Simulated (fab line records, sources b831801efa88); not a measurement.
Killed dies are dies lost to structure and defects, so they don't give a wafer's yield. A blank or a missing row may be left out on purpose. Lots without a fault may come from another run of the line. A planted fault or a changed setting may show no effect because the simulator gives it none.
Chamber matching | flow sfq_line | SFQ_TRILAYER_A5B_CMP_CMP_130 on cmp-01: 4 sister chambers
The step polishes, stops on Nb, target thk 340.7 nm. 4 wafers are shown with their chamber, then 7 later ones without.

WAFERS WITH THEIR CHAMBER
wafer  | chamber | motor_current_A (A)
L616.6 | 2       | 9.0
L618.6 | 1       | 9.5
L619.3 | 3       | 12.0
L619.4 | 0       | 11.9

WAFERS WITHOUT THEIR CHAMBER
wafer  | motor_current_A (A)
L619.6 | 12.1
L621.2 | 12.1
L621.3 | 8.6
L621.5 | 11.5
L623.2 | 11.9
L623.4 | 12.2
L623.6 | 9.1

WHICH CHAMBER EACH WENT THROUGH
wafer  | from the rows above     | in truth
L619.6 | can't be placed: 3 or 0 | 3
L621.2 | can't be placed: 3 or 0 | 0
L621.3 | 2                       | 2
L621.5 | can't be placed: 0 or 3 | 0
L623.2 | can't be placed: 0 or 3 | 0
L623.4 | can't be placed: 3 or 0 | 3
L623.6 | can't be placed: 2 or 1 | 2
Placed correctly: 1 of 7. Can't be placed from these rows: 6 (the true chamber is among the candidates in 6). Placed wrongly: 0.
How it was worked out, from the rows above alone: a wafer's distance from a chamber is the root of the sum, over the readings, of the square of ((its reading less the chamber's mean) divided by the reading's scatter). The wafer belongs to the nearest chamber; if the next one is less than 2 further off, it can't be placed. A chamber's mean is the mean of its shown wafers. The scatter: with one shown wafer a chamber, the root of the mean of the squares of how far each hidden wafer lies from its nearest shown one.
